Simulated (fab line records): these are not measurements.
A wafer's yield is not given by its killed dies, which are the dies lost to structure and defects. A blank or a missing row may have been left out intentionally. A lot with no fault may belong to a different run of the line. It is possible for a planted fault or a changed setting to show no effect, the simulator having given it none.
Matching of chambers / flow gf180mcu / cmp-01 running GF_V1_CMP_26: 4 sister chambers
The step polishes, stops on SiO2, t overpolish 15 s, target thk 0 nm. 16 wafers are shown with their chamber, then 8 later ones without.

== WAFERS PAIRED WITH THEIR CHAMBERS ==
wafer=L619.3; chamber=1; time-to-endpoint-s (s)=89; motor-current-A (A)=11.4; platen-rpm (rpm)=60.01
wafer=L619.5; chamber=2; time-to-endpoint-s (s)=78; motor-current-A (A)=11.3; platen-rpm (rpm)=60.00
wafer=L619.6; chamber=1; time-to-endpoint-s (s)=87; motor-current-A (A)=11.6; platen-rpm (rpm)=59.98
wafer=L622.1; chamber=2; time-to-endpoint-s (s)=81; motor-current-A (A)=11.3; platen-rpm (rpm)=60.00
wafer=L622.4; chamber=1; time-to-endpoint-s (s)=88; motor-current-A (A)=11.4; platen-rpm (rpm)=60.05
wafer=L622.5; chamber=2; time-to-endpoint-s (s)=79; motor-current-A (A)=11.0; platen-rpm (rpm)=60.03
wafer=L627.3; chamber=2; time-to-endpoint-s (s)=79; motor-current-A (A)=11.0; platen-rpm (rpm)=60.05
wafer=L627.5; chamber=2; time-to-endpoint-s (s)=82; motor-current-A (A)=11.6; platen-rpm (rpm)=60.02
wafer=L627.6; chamber=3; time-to-endpoint-s (s)=81; motor-current-A (A)=11.9; platen-rpm (rpm)=60.00
wafer=L626.3; chamber=1; time-to-endpoint-s (s)=89; motor-current-A (A)=11.7; platen-rpm (rpm)=59.99
wafer=L626.4; chamber=0; time-to-endpoint-s (s)=82; motor-current-A (A)=10.9; platen-rpm (rpm)=60.06
wafer=L626.6; chamber=1; time-to-endpoint-s (s)=90; motor-current-A (A)=11.5; platen-rpm (rpm)=60.02
wafer=L629.2; chamber=0; time-to-endpoint-s (s)=80; motor-current-A (A)=10.4; platen-rpm (rpm)=60.01
wafer=L629.4; chamber=2; time-to-endpoint-s (s)=82; motor-current-A (A)=10.9; platen-rpm (rpm)=60.00
wafer=L629.6; chamber=0; time-to-endpoint-s (s)=80; motor-current-A (A)=10.3; platen-rpm (rpm)=60.07
wafer=L632.2; chamber=3; time-to-endpoint-s (s)=81; motor-current-A (A)=12.0; platen-rpm (rpm)=59.97

SIGNATURES, as means of the wafers listed above
reading=time-to-endpoint-s; chamber 0=80.67; chamber 1=88.60; chamber 2=80.17; chamber 3=81.00; scatter within a chamber=1.38
reading=motor-current-A; chamber 0=10.533; chamber 1=11.520; chamber 2=11.183; chamber 3=11.950; scatter within a chamber=0.229
reading=platen-rpm; chamber 0=60.0467; chamber 1=60.0100; chamber 2=60.0167; chamber 3=59.9850; scatter within a chamber=0.0252
Rule: for each reading, subtract the chamber's mean from the wafer's reading, divide by that reading's scatter and square the result; add these up over the readings and take the root, which gives the wafer's distance from the chamber. If the next closest chamber is less than 2 further off than the closest, the wafer can't be placed; otherwise it belongs to the closest. The scatter: the root of (the sum of the squares of (reading less its chamber's mean) over the shown wafers, divided by (wafers less chambers)).

== WAFERS WITH NO CHAMBER GIVEN ==
wafer=L632.3; time-to-endpoint-s (s)=83; motor-current-A (A)=11.0; platen-rpm (rpm)=59.96
wafer=L632.6; time-to-endpoint-s (s)=83; motor-current-A (A)=11.7; platen-rpm (rpm)=60.06
wafer=L634.1; time-to-endpoint-s (s)=83; motor-current-A (A)=11.7; platen-rpm (rpm)=60.00
wafer=L634.4; time-to-endpoint-s (s)=81; motor-current-A (A)=11.6; platen-rpm (rpm)=59.97
wafer=L634.5; time-to-endpoint-s (s)=81; motor-current-A (A)=11.0; platen-rpm (rpm)=60.00
wafer=L642.1; time-to-endpoint-s (s)=79; motor-current-A (A)=11.3; platen-rpm (rpm)=60.00
wafer=L642.2; time-to-endpoint-s (s)=78; motor-current-A (A)=11.4; platen-rpm (rpm)=59.97
wafer=L642.3; time-to-endpoint-s (s)=85; motor-current-A (A)=11.8; platen-rpm (rpm)=59.99

== WHICH CHAMBER EACH ONE RAN IN ==
wafer=L632.3; from the rows above=can't be placed: 2 or 0 or 3 or 1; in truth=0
wafer=L632.6; from the rows above=can't be placed: 3 or 2 or 1 or 0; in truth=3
wafer=L634.1; from the rows above=can't be placed: 3 or 2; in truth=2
wafer=L634.4; from the rows above=can't be placed: 3 or 2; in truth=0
wafer=L634.5; from the rows above=can't be placed: 2 or 0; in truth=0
wafer=L642.1; from the rows above=2; in truth=2
wafer=L642.2; from the rows above=can't be placed: 2 or 3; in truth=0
wafer=L642.3; from the rows above=can't be placed: 3 or 1 or 2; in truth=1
Placed correctly: 1 of 8. Unplaceable from these rows: 7, with the true chamber sitting among the candidates in 5. Number placed wrongly: 0.
